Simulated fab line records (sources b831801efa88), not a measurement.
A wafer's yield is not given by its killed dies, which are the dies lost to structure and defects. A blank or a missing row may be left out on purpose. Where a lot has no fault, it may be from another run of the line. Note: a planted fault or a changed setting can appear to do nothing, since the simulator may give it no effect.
Which of the tools did it? ; flow sky130 ; Sampling: 12 lots, 36 wafers, 4 of 708 route steps

WHAT THE GAUGES SHOWED, per wafer
SKY_VIA1_BOW_MEAS_03.
lot;measured;on;VIA1_BOW (um)
L625;day 33 14:22;film metro-04;74 85 71
L626;day 34 15:47;film metro-01;77 76 79
L627;day 34 17:02;film metro-04;83 90 85
L628;day 34 22:21;film metro-02;79 73 71
L629;day 35 03:08;film metro-02;77 83 80
L632;day 35 11:02;film metro-01;82 70 71
L630;day 35 12:37;film metro-02;85 69 83
L631;day 35 13:59;film metro-01;69 65 70
L635;day 36 18:37;film metro-01;71 88 79
L637;day 36 21:26;film metro-04;78 83 89
L638;day 37 09:59;film metro-04;73 82 79
L645;day 39 15:20;film metro-02;68 84 71

SKY_VIA2_THK_MEAS_01.
lot;measured;on;VIA2_HDPCVD_THK (nm)
L625;day 35 23:29;film metro-03;1175 1164 1158
L626;day 36 21:53;film metro-03;1145 1163 1156
L627;day 36 22:47;film metro-04;1200 1184 1175
L628;day 37 04:57;film metro-04;1182 1183 1182
L629;day 37 09:44;film metro-04;1173 1186 1169
L632;day 37 17:31;film metro-02;1164 1174 1164
L630;day 37 18:38;film metro-03;1196 1180 1196
L631;day 37 21:41;film metro-04;1168 1193 1182
L635;day 39 01:50;film metro-03;1179 1184 1160
L637;day 39 03:32;film metro-04;1407 1408 1396
L638;day 39 14:09;film metro-03;1393 1402 1398
L645;day 41 19:36;film metro-02;1169 1168 1184

TOOL THAT RAN EACH LOT (tool first, then ch and the chambers of the sampled wafers, then the start)
lot;SKY_VIA1_CMP_02;SKY_VIA2_HDPCVD_00
L625;cmp-01 ch 0,1,3, day 33 14:10;hdpcvd-01 ch 0,1,2, day 35 23:22
L626;cmp-02 ch 2,3, day 34 15:28;hdpcvd-01 ch 0,1, day 36 21:44
L627;cmp-02 ch 1,2, day 34 16:44;hdpcvd-02 ch 0,1, day 36 22:40
L628;cmp-01 ch 0,2,3, day 34 22:02;hdpcvd-02 ch 1,2, day 37 04:49
L629;cmp-01 ch 0,3, day 35 02:49;hdpcvd-02 ch 0,1,2, day 37 09:36
L632;cmp-01 ch 0,1,3, day 35 10:43;hdpcvd-02 ch 1,2, day 37 17:22
L630;cmp-02 ch 1,2,3, day 35 12:23;hdpcvd-01 ch 0,2, day 37 18:29
L631;cmp-01 ch 0,2,3, day 35 13:41;hdpcvd-01 ch 1,2, day 37 21:33
L635;cmp-01 ch 0,1,2, day 36 18:22;hdpcvd-01 ch 0,1,2, day 39 01:42
L637;cmp-02 ch 0,1,3, day 36 21:08;hdpcvd-01 ch 0,1,2, day 39 03:25
L638;cmp-02 ch 1,2,3, day 37 09:47;hdpcvd-01 ch 0,1,2, day 39 14:01
L645;cmp-02 ch 1,2, day 39 15:01;hdpcvd-02 ch 0,1,2, day 41 19:28
- SKY_VIA1_CMP_02: polishes SiO2.
- SKY_VIA2_HDPCVD_00: deposits SiO2, target thk 1180 nm, time 196.7 s.

WHAT THE TOOLS THEMSELVES READ (means of the sampled wafers that have a number; where no wafer has one, the mark that the record gives instead)
SKY_VIA1_CMP_02.
lot;tool;head pressure psi (psi);motor current A (A);slurry flow ml min
L625;cmp-01;4.005;12.3;150.1
L626;cmp-02;4.001;11.3;150.1
L627;cmp-02;3.996;12.1;150.4
L628;cmp-01;3.995;11.9;150.0
L629;cmp-01;4.006;11.8;149.9
L632;cmp-01;4.002;12.3;150.2
L630;cmp-02;3.999;11.9;149.8
L631;cmp-01;4.003;11.4;149.4
L635;cmp-01;4.000;12.4;150.6
L637;cmp-02;4.002;12.2;149.9
L638;cmp-02;3.993;11.9;150.0
L645;cmp-02;4.004;11.6;149.7

SKY_VIA2_HDPCVD_00.
lot;tool;sih4 flow sccm (sccm)
L625;hdpcvd-01;60.11
L626;hdpcvd-01;59.99
L627;hdpcvd-02;59.98
L628;hdpcvd-02;59.97
L629;hdpcvd-02;59.98
L632;hdpcvd-02;60.03
L630;hdpcvd-01;60.07
L631;hdpcvd-01;60.05
L635;hdpcvd-01;59.95
L637;hdpcvd-01;72.02
L638;hdpcvd-01;72.07
L645;hdpcvd-02;60.13

THE ANSWER, worked out from the rows above alone
Rule: usual is defined by the lots themselves. Put in order of their means at a reading, lots are off if they are a third of the lots or fewer, leave a main group of 4 or more, and stand apart from it by a gap of 3 or more times the standard deviation of the main group's means; of several such gaps the widest counts. A main group whose means are all the same, to the digits that the tables above print for the reading, isn't used. Also off: a lot with no number at a reading for which 4 or more lots have one. Any other lot the step has rows for is counted as sound. Order of review: gauges by route order, followed by the tools' own readings, for which a lot's mean as printed above is used. At the first step where some lot is off, the reading lying furthest off is the one used; lots without a number count as furthest.
Off: at SKY_VIA2_THK_MEAS_01 (VIA2_HDPCVD_THK), L637, L638. The main group has a mean of 1175 nm with a standard deviation of 10.
A tool fits if, at a process step before that reading, it ran every lot that is off, and no sound lot after the first of them. The gauges at SKY_VIA2_THK_MEAS_01 aren't tried: what is off there is off at SKY_VIA2_HDPCVD_00 too, on other tools, and a gauge's error can't cause that. One candidate fits, namely hdpcvd-01 at SKY_VIA2_HDPCVD_00. Its last sound lot is L635 (day 39 01:42), its first lot that is off L637 (day 39 03:25): a fault that began between those two fits.
On the lots that are off, the tool's own readings at SKY_VIA2_HDPCVD_00 differ by more than 5 times the standard deviation of the sound lots' means, which bears it out; sih4 flow sccm reads 72.04 sccm there versus 60.03 sccm on the sound lots.

WHAT THE SIMULATOR HAD PUT IN
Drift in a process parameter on hdpcvd-01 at SKY_VIA2_HDPCVD_00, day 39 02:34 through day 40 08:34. Setting sih4 flow sccm shifted by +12 from 60. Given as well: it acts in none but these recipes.
Shown lots that were struck: L637, L638. The same result came from the rule above.
